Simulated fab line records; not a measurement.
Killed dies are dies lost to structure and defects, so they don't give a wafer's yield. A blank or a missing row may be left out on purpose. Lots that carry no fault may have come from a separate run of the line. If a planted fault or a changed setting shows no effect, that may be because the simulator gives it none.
Struck lot and sound lot, side by side -- flow gf180mcu -- 24 steps out of a route of 602
Sound: wafers L711.2, L711.5, L711.6. Struck: wafer L708.3 (left out: L708.5, a lot-mate that was not struck); the cause follows at the end.
Order at every step that has rows: each side's tool, ch and its chambers, its first start. Under that, the readings that differ: sound wafers -- struck wafers -- difference of the means -- sigmas: that difference in standard deviations of wafers without a fault.
alike: same words and numbers on both sides, and readings whose means sit less than 2 such deviations apart. not compared: any withheld reading, any reading some wafer has no value for, any bound like >300 that may hide the same value, and any number with overlapping values for which the record gives no deviation.
A row with sigmas, a row that says differs or no value, or rows on one side alone: a step with any of these is where the two part. When numbers do not overlap yet have no deviation, they are printed without sigmas and do not part them. A reading missing from all wafers of one side parts the sides only when that side holds two or more wafers.

GF_HV_LDD_STRIP_49: strips in O2/N2.
  sound on plasma-asher-01 ch 0,1, day 18 18:40; struck on plasma-asher-03 ch 0, day 18 03:33
  alike: drypump-motor-current-A, heater-power-w, oes-product-au, platen-temp-c, strip-time-to-endpoint-s
  not compared: rf-hours-counter-h
GF_HV_LDD_TW_MEAS_50:
  struck on film-metro-04, day 18 03:38; sound on film-metro-04, day 18 18:46
  alike: HV_LDD_4_TW
then, 1 step without rows for these wafers: GF_HV_LDD_CLEAN_51 (cleans in SC1/SC2, time 150 s).
GF_HV_LDD_RTA_52: time 10 s.
  sound on rtp-anneal-01 ch 0, day 18 18:53; struck on rtp-anneal-02 ch 0, day 18 03:46
  alike: lamp-power-pct, wafer_temp_C_max
GF_HV_LDD_RS_MEAS_53: measures by four-point-probe.
  struck on film-metro-01, day 18 03:50; sound on film-metro-01, day 18 19:00
  alike: HV_LDD_RS
then, 1 step without rows for these wafers: GF_HV_LDD_CVD_54 (deposits SiO2 from TEOS, target thk 10 nm, time 75 s).
GF_HV_LDD_THK_MEAS_55:
  struck on film-metro-01, day 18 05:28; sound on film-metro-01, day 18 20:38
  alike: HV_LDD_CVD_54_THK
then, 1 step without rows for these wafers: GF_HV_LDD_CVD_56 (deposits Si3N4 from DCS/NH3, target thk 90 nm, time 1543 s).
GF_HV_LDD_THK_MEAS_57:
  struck on film-metro-04, day 18 07:40; sound on film-metro-02, day 18 22:50
  alike: HV_LDD_CVD_56_THK
GF_HV_LDD_ETCHBACK_58: etches Si3N4 in CH3F/O2, stops on SiO2, time 100 s, target depth 90 nm.
  sound on rie-diel-01 ch 0,2,3, day 18 22:53; struck on rie-diel-02 ch 1, day 18 07:43
  alike: drypump-motor-current-A, oes-product-au, throttle-valve-pct
  not compared: rf-hours-counter-h
then, 2 steps without rows for these wafers: GF_NSD_DEHYDRATE_00 (time 60 s); GF_NSD_HMDS_01 (prime time 60 s).
GF_NSD_COAT_02: resist thk 1000 nm.
  sound on litho-track-02 ch 0, day 19 10:17; struck on litho-track-03 ch 0, day 18 18:52
reading,sound,struck,difference,sigmas
model.NOVOLAK_of_NSD_COAT_02.thk-nm (nm),1004 1004 1002,966.7,-36.6,
then, 3 steps without rows for these wafers: GF_NSD_SOFTBAKE_03 (time 60 s); GF_NSD_EXPOSE_04 (exposes mask Nplus, target cd 400 nm); GF_NSD_PEB_05.
GF_NSD_DEVELOP_06: develop time 60 s.
  sound on litho-track-01 ch 0, day 19 22:26; struck on litho-track-01 ch 0, day 19 06:40
reading,sound,struck,difference,sigmas
model.NOVOLAK_of_NSD_COAT_02.thk-nm (nm),1003 1003 1001,966.3,-36.0,
GF_NSD_CD_MEAS_07: target cd 400 nm.
  struck on cd-sem-02, day 19 06:48; sound on cd-sem-01, day 19 22:35
reading,sound,struck,difference,sigmas
cd-nm (nm),397.8 396.5 398.9,405.4,+7.7,+3
GF_NSD_OVL_MEAS_08:
  struck on overlay-01, day 19 06:53; sound on overlay-02, day 19 22:41
  alike: NSD_OVL
then, 2 steps without rows for these wafers: GF_NSD_IMPLANT_09; GF_NSD_IMPLANT_10.
GF_NSD_STRIP_11: strips in O2/N2.
  sound on plasma-asher-04 ch 0,1, day 19 23:01; struck on plasma-asher-04 ch 1, day 19 07:15
reading,sound,struck,difference,sigmas
strip-time-to-endpoint-s (s),23.00 23.00 22.97,22.61,-0.38,-12
  alike: drypump-motor-current-A, heater-power-w, oes-product-au, platen-temp-c
  not compared: rf-hours-counter-h
GF_NSD_TW_MEAS_12:
  struck on film-metro-02, day 19 07:20; sound on film-metro-01, day 19 23:07
  alike: NSD_TW
-- the record jumps here: 15 days lie between the struck wafers' starts before and after (it left off in module NSD and takes up again in module PASSIVATION, whose first step shown is number 602 of the route) --
GF_PASSIVATION_PROBE_99:
  the record has rows for the struck wafers here (prober-02, day 33 20:05) and none for the sound ones

WHERE THEY PART
Last at GF_PASSIVATION_PROBE_99 as far as this record goes, first at GF_NSD_CD_MEAS_07.

WHY: the cause the simulator had injected
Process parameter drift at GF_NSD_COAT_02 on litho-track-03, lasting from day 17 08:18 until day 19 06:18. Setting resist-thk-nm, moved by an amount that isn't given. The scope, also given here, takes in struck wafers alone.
